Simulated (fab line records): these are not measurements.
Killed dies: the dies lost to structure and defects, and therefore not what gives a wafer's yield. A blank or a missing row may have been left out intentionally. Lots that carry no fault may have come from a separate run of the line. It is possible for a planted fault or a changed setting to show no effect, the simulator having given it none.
A single fault, viewed from 2 desks -- flow sky130 -- each desk holds nothing but its own numbers, with what lay behind them at the end

== THE TOOL OWNER'S DESK: pvd sputter-01 ==
At SKY_METAL2_SPUTTER_04 (material TiN, target thk 70 nm, time 58.3 s) the tool's own readings: per lot run on this tool, the mean of the sampled wafers that have a number. A lot is out of limits, marked OUT, if its mean lies more than 4 standard deviations from the usual mean; the brackets give that distance.
Columns: A = chamber pressure pa at SKY_METAL2_SPUTTER_04, usual 0.4001 Pa; B = throttle valve pct at SKY_METAL2_SPUTTER_04, usual 30.6 %
lot,first seen here,A,B
L401,day 35 03:28,0.3999,30.8
L403,day 35 17:23,0.3997,29.9
L407,day 36 22:28,0.4821 (+99 or more) OUT,28.4
L408,day 37 16:14,0.4816 (+99 or more) OUT,27.6
Finding of this desk: L407, L408 out of limits; the first was L407 at day 36 22:28, on chamber pressure pa at SKY_METAL2_SPUTTER_04. Within limits: L401, L403.

== THE METROLOGY DESK ==
Lot by lot, what the gauges showed, no matter which tool ran the lot: averages of those sampled wafers that carry a number. A lot is out of limits, marked OUT, if its mean lies more than 4 standard deviations from the usual mean; the brackets give that distance.
Columns: A = VIA1_W_THK at SKY_VIA1_THK_MEAS_23, usual 275 nm
lot,first seen here,A
L398,day 34 03:02,266
L401,day 35 03:02,274
L402,day 35 12:01,269
L403,day 35 16:56,272
L407,day 36 22:01,276
L408,day 37 15:47,273
L409,day 38 05:20,281
L416,day 40 00:53,279
L417,day 40 01:34,278
L419,day 40 11:32,279
L420,day 41 02:41,276
L421,day 41 04:07,279
This desk found nothing out of limits on any of the 12 lots.

== ALL TOGETHER ==
An alarm could have come from the tool owner's desk at day 36 22:28, on L407, L408.
Nothing out of limits was seen by the metrology desk.
The metrology desk has L407, L408 on record, within its limits.
Every lot named ran SKY_METAL2_SPUTTER_04 on pvd sputter-01.

== WHAT THE SIMULATOR PUT IN ==
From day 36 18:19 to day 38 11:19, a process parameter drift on pvd sputter-01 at SKY_METAL2_SPUTTER_04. A move of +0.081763 in setting chamber pressure pa, from 0.4. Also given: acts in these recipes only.
Shown lots that were struck: L407, L408.
Each desk's first reading out of limits, in hours after the fault started: the tool owner's desk, 4.
